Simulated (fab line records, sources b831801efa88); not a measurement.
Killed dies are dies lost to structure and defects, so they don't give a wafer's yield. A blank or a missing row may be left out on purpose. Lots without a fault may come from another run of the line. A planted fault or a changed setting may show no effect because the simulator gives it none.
Chamber matching | flow sky130 | SKY_LI_CONTACT_ETCH_14 on rie_diel-01: 4 sister chambers
The step etches BARC in N2/H2, stops on SiO2, time 44.54 s, target depth 60 nm. 4 wafers are shown with their chamber, then 7 later ones without.

WAFERS WITH THEIR CHAMBER
wafer  | chamber | drypump_motor_current_A (A)
L085.6 | 2       | 5.5
L087.6 | 1       | 5.2
L091.3 | 3       | 4.8
L091.5 | 0       | 6.3

WAFERS WITHOUT THEIR CHAMBER
wafer  | drypump_motor_current_A (A)
L091.6 | 5.2
L094.2 | 5.5
L094.4 | 4.9
L094.6 | 5.2
L096.1 | 5.5
L096.2 | 4.9
L096.4 | 4.9

WHICH CHAMBER EACH WENT THROUGH
wafer  | from the rows above | in truth
L091.6 | 1                   | 1
L094.2 | 2                   | 2
L094.4 | 3                   | 3
L094.6 | 1                   | 1
L096.1 | 2                   | 2
L096.2 | 3                   | 3
L096.4 | 3                   | 3
Placed correctly: 7 of 7. Can't be placed from these rows: 0. Placed wrongly: 0.
How it was worked out, from the rows above alone: a wafer's distance from a chamber is the root of the sum, over the readings, of the square of ((its reading less the chamber's mean) divided by the reading's scatter). The wafer belongs to the nearest chamber; if the next one is less than 2 further off, it can't be placed. A chamber's mean is the mean of its shown wafers. The scatter: with one shown wafer a chamber, the root of the mean of the squares of how far each hidden wafer lies from its nearest shown one.
